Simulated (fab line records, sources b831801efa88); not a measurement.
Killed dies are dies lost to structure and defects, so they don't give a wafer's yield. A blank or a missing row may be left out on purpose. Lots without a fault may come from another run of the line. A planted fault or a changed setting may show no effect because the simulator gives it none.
Which tool did it? | flow gf180mcu | 10 lots, 30 wafers sampled, at 6 steps of a route of 602

WHAT THE GAUGES READ, wafer by wafer
GF_V1_BOW_MEAS_05.
lot  | measured     | on            | V1_BOW (um)
L776 | day 17 09:29 | film_metro-02 | 80 65 84
L778 | day 17 20:56 | film_metro-04 | 82 82 91
L782 | day 20 02:56 | film_metro-03 | 92 88 93
L788 | day 21 11:17 | film_metro-03 | 87 66 86
L789 | day 22 02:55 | film_metro-04 | 72 71 71
L790 | day 22 12:26 | film_metro-02 | 76 80 71
L792 | day 22 22:19 | film_metro-03 | 79 87 86
L793 | day 23 09:27 | film_metro-03 | 87 94 72
L798 | day 25 20:34 | film_metro-02 | 69 77 79
L799 | day 25 21:28 | film_metro-02 | 88 87 82

GF_V1_CD_MEAS_14: target cd 260 nm.
lot  | measured     | on        | cd_nm (nm)
L776 | day 18 08:17 | cd_sem-01 | 261.3 260.9 260.3
L778 | day 18 20:50 | cd_sem-01 | 260.1 259.3 261.3
L782 | day 21 03:20 | cd_sem-01 | 260.5 261.2 261.3
L788 | day 22 10:48 | cd_sem-01 | 261.1 260.6 260.9
L789 | day 23 02:31 | cd_sem-01 | 259.7 260.5 259.5
L790 | day 23 11:20 | cd_sem-02 | 258.9 259.2 260.5
L792 | day 23 21:07 | cd_sem-01 | 261.0 259.9 259.9
L793 | day 24 08:02 | cd_sem-02 | 261.3 261.9 260.4
L798 | day 26 06:44 | cd_sem-01 | 260.9 260.2 258.6
L799 | day 26 09:16 | cd_sem-01 | 262.0 260.6 261.2

GF_V1_RS_MEAS_24: measures by four-point-probe.
lot  | measured     | on            | V1_W_RS (ohm/sq)
L776 | day 18 09:19 | film_metro-02 | 0.318 0.319 0.329
L778 | day 18 21:52 | film_metro-03 | 0.323 0.322 0.321
L782 | day 21 04:23 | film_metro-03 | 0.324 0.328 0.318
L788 | day 22 11:52 | film_metro-02 | 0.319 0.329 0.321
L789 | day 23 03:32 | film_metro-02 | 0.329 0.326 0.200 0.329 0.326 0.200
L790 | day 23 12:25 | film_metro-04 | 0.325 0.328 0.330
L792 | day 23 22:09 | film_metro-04 | 0.331 0.331 0.326
L793 | day 24 09:04 | film_metro-02 | 0.202 0.204 0.338 0.202 0.204 0.338
L798 | day 26 07:50 | film_metro-03 | 0.331 0.326 0.321
L799 | day 26 10:18 | film_metro-04 | 0.328 0.325 0.327

GF_V1_THK_MEAS_25: measures by xrf.
lot  | measured     | on            | V1_W_THK (nm)
L776 | day 18 09:25 | film_metro-02 | 363 361 353
L778 | day 18 21:58 | film_metro-03 | 361 364 364
L782 | day 21 04:30 | film_metro-03 | 355 349 362
L788 | day 22 11:59 | film_metro-02 | 361 352 360
L789 | day 23 07:21 | film_metro-02 | 350 353 - 350 352 -
L790 | day 23 12:32 | film_metro-04 | 357 353 348
L792 | day 23 22:16 | film_metro-04 | 349 348 357
L793 | day 24 11:17 | film_metro-02 | - 565 339 562 564 339
L798 | day 26 07:56 | film_metro-03 | 346 353 360
L799 | day 26 10:24 | film_metro-04 | 348 353 350

WHICH TOOL RAN EACH LOT (tool, then ch and the chambers of the sampled wafers, then the start)
lot  | GF_M1_METAL_ETCH_16               | GF_V1_CVD_23
L776 | rie_metal-04 ch 0, day 17 07:50   | cvd_w-02 ch 0,1, day 18 09:11
L778 | rie_metal-04 ch 0,1, day 17 19:20 | cvd_w-01 ch 0,1, day 18 21:44
L782 | rie_metal-01 ch 1, day 20 01:38   | cvd_w-02 ch 0,1, day 21 04:16
L788 | rie_metal-03 ch 0,1, day 21 10:02 | cvd_w-02 ch 0,1, day 22 11:44
L789 | rie_metal-01 ch 0,1, day 22 01:41 | cvd_w-02 ch 0,1, day 23 03:26
L790 | rie_metal-03 ch 0,1, day 22 11:11 | cvd_w-01 ch 0,1, day 23 12:17
L792 | rie_metal-01 ch 0,1, day 22 21:05 | cvd_w-01 ch 0,1, day 23 22:02
L793 | rie_metal-01 ch 0,1, day 23 08:14 | cvd_w-02 ch 0,1, day 24 08:57
L798 | rie_metal-03 ch 0,1, day 25 19:17 | cvd_w-01 ch 0,1, day 26 07:42
L799 | rie_metal-04 ch 0,1, day 25 19:50 | cvd_w-01 ch 0,1, day 26 10:11
- GF_M1_METAL_ETCH_16: etches the open film in Cl2/BCl3, stops on SiO2, target depth 750.8 nm, time 125.1 s.
- GF_V1_CVD_23: deposits W, target thk 350 nm, time 105.05 s.

WHAT THE TOOLS THEMSELVES READ (means of the sampled wafers that have a number; where no wafer has one, the mark that the record gives instead)
GF_M1_METAL_ETCH_16.
lot  | tool         | bcl3_flow_sccm (sccm) | drypump_motor_current_A (A) | oes_product_au (a.u.) | rf_fwd_power_W (W) | throttle_valve_pct (%)
L776 | rie_metal-04 | 40.11                 | 5.7                         | 0.989                 | 793.9              | 28.228
L778 | rie_metal-04 | 40.02                 | 6.0                         | 0.987                 | 795.3              | 28.232
L782 | rie_metal-01 | 39.99                 | 5.4                         | 0.995                 | 795.7              | 28.224
L788 | rie_metal-03 | 39.94                 | 5.9                         | 0.989                 | 795.4              | 28.228
L789 | rie_metal-01 | 40.04                 | 6.2                         | 0.989                 | 800.0              | 28.228
L790 | rie_metal-03 | 39.98                 | 5.9                         | 0.993                 | 795.8              | 28.226
L792 | rie_metal-01 | 39.99                 | 5.8                         | 0.988                 | 796.4              | 28.230
L793 | rie_metal-01 | 40.01                 | 6.2                         | 0.992                 | 797.5              | 28.237
L798 | rie_metal-03 | 40.03                 | 5.9                         | 0.990                 | 800.0              | 28.227
L799 | rie_metal-04 | 39.84                 | 6.0                         | 0.988                 | 793.8              | 28.235

GF_V1_CVD_23.
lot  | tool     | heater_power_w (W)
L776 | cvd_w-02 | 870
L778 | cvd_w-01 | 877
L782 | cvd_w-02 | 903
L788 | cvd_w-02 | 877
L789 | cvd_w-02 | 895
L790 | cvd_w-01 | 865
L792 | cvd_w-01 | 888
L793 | cvd_w-02 | 897
L798 | cvd_w-01 | 876
L799 | cvd_w-01 | 825

THE ANSWER, worked out from the rows above alone
Rule: what is usual is taken from the lots themselves. Put in order of their means at a reading, lots are off if they are a third of the lots or fewer, leave a main group of 4 or more, and stand apart from it by a gap of 3 or more times the standard deviation of the main group's means; of several such gaps the widest counts. A main group whose means are all the same, to the digits that the tables above print for the reading, isn't used. A lot without any number at a reading at which 4 lots or more have one is off too. The other lots that the step has rows for count as sound. The gauges are gone through in route order, then the tools' own readings, and for those a lot's mean is taken as printed above. The first step at which some lot is off is used, and at that step the reading that is off furthest; a lot without a number counts as furthest.
Off: L789, L793, at GF_V1_RS_MEAS_24 (V1_W_RS). The main group: mean 0.325 ohm/sq, standard deviation 0.0026.
A tool fits if, at a process step before that reading, it ran every lot that is off, and no sound lot after the first of them. The gauges at GF_V1_RS_MEAS_24 are tried like those tools. Can't be told from this: 2 tools fit, cvd_w-02 at GF_V1_CVD_23, film_metro-02 at GF_V1_RS_MEAS_24.

WHAT THE SIMULATOR HAD PUT IN
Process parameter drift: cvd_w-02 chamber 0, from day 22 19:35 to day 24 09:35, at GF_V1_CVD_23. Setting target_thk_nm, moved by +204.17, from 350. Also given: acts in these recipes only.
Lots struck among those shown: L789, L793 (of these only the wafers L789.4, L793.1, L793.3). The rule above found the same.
